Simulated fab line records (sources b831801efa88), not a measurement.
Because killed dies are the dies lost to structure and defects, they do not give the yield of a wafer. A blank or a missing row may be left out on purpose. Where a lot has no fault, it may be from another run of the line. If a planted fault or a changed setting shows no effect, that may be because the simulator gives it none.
Matching of chambers | flow sky130 | cmp-01 running SKY_VIA3_CMP_02: 4 sister chambers
The step polishes SiO2. 8 wafers are shown with their chamber, then 7 later ones without.

== WAFERS WITH THEIR CHAMBER ==
wafer  | chamber | motor-current-A (A)
L424.4 | 3       | 12.3
L430.2 | 0       | 12.4
L430.4 | 3       | 12.6
L435.2 | 1       | 12.5
L435.3 | 2       | 12.1
L435.6 | 1       | 12.1
L436.1 | 2       | 11.8
L436.4 | 0       | 12.4

== WAFERS WHOSE CHAMBER IS MISSING ==
wafer  | motor-current-A (A)
L436.5 | 12.3
L438.2 | 12.3
L438.3 | 11.6
L438.5 | 11.7
L444.2 | 12.0
L444.5 | 12.9
L444.6 | 12.1

== CHAMBER TAKEN BY EACH ==
wafer  | from the rows above               | in truth
L436.5 | can't be placed: 1 or 0 or 3 or 2 | 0
L438.2 | can't be placed: 1 or 0 or 3 or 2 | 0
L438.3 | can't be placed: 2 or 1           | 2
L438.5 | can't be placed: 2 or 1           | 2
L444.2 | can't be placed: 2 or 1 or 0 or 3 | 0
L444.5 | can't be placed: 3 or 0 or 1      | 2
L444.6 | can't be placed: 2 or 1 or 0 or 3 | 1
0 of 7 placed correctly. Unplaceable from these rows: 7, with the true chamber sitting among the candidates in 6. Number placed wrongly: 0.
How it was worked out, from the rows above alone: a wafer's distance from a chamber is the root of the sum, over the readings, of the square of ((its reading less the chamber's mean) divided by the reading's scatter). If the next closest chamber is less than 2 further off than the closest, the wafer can't be placed; otherwise it belongs to the closest. A chamber's mean is the mean of its shown wafers. The scatter: the root of (the sum of the squares of (reading less its chamber's mean) over the shown wafers, divided by (wafers less chambers)).
